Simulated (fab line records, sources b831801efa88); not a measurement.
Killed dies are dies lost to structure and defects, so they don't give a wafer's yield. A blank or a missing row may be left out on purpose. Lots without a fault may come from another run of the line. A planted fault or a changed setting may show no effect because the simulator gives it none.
Which tool did it? | flow gf180mcu | 10 lots, 30 wafers sampled, at 2 steps of a route of 602

WHAT THE GAUGES READ, wafer by wafer
GF_PSD_OVL_MEAS_08.
lot  | measured     | on         | PSD_OVL (nm)
L288 | day 14 08:53 | overlay-02 | -1.5 -0.2 0.0
L289 | day 14 14:02 | overlay-01 | -1.0 -0.9 -0.8
L290 | day 14 21:05 | overlay-01 | 0.7 -0.6 -0.4
L291 | day 15 06:59 | overlay-01 | -0.1 -1.7 -0.1
L293 | day 16 01:41 | overlay-02 | -1.7 -3.0 -2.2
L295 | day 16 18:53 | overlay-02 | 268.7 269.2 268.4
L299 | day 18 00:02 | overlay-01 | 268.1 268.4 268.6
L302 | day 19 03:59 | overlay-01 | 2.0 2.4 3.2
L304 | day 20 02:08 | overlay-02 | 1.4 0.9 0.7
L308 | day 21 05:26 | overlay-01 | -1.3 -0.8 -2.4

WHICH TOOL RAN EACH LOT (tool, then ch and the chambers of the sampled wafers, then the start)
lot  | GF_PSD_EXPOSE_04
L288 | iline_stepper-02 ch 0, day 13 22:34
L289 | iline_stepper-01 ch 0, day 14 03:51
L290 | iline_stepper-01 ch 0, day 14 10:40
L291 | iline_stepper-01 ch 0, day 14 20:22
L293 | iline_stepper-02 ch 0, day 15 14:40
L295 | iline_stepper-02 ch 0, day 16 07:56
L299 | iline_stepper-02 ch 0, day 17 12:29
L302 | iline_stepper-01 ch 0, day 18 15:32
L304 | iline_stepper-01 ch 0, day 19 14:02
L308 | iline_stepper-01 ch 0, day 20 16:50
- GF_PSD_EXPOSE_04: exposes mask Pplus, target cd 400 nm.

THE ANSWER, worked out from the rows above alone
Rule: what is usual is taken from the lots themselves. Put in order of their means at a reading, lots are off if they are a third of the lots or fewer, leave a main group of 4 or more, and stand apart from it by a gap of 3 or more times the standard deviation of the main group's means; of several such gaps the widest counts. A main group whose means are all the same, to the digits that the tables above print for the reading, isn't used. A lot without any number at a reading at which 4 lots or more have one is off too. The other lots that the step has rows for count as sound.
Off: L295, L299, at GF_PSD_OVL_MEAS_08 (PSD_OVL). The main group: mean -0.3 nm, standard deviation 1.4.
A tool fits if, at a process step before that reading, it ran every lot that is off, and no sound lot after the first of them. The gauges at GF_PSD_OVL_MEAS_08 are tried like those tools. One fits: iline_stepper-02 at GF_PSD_EXPOSE_04. Its last sound lot is L293 (day 15 14:40), its first lot that is off L295 (day 16 07:56): a fault that began between those two fits.

WHAT THE SIMULATOR HAD PUT IN
Scanner matching overlay: iline_stepper-02, from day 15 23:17 on, at GF_PSD_EXPOSE_04. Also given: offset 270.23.
Lots struck among those shown: L295, L299. The rule above found the same.
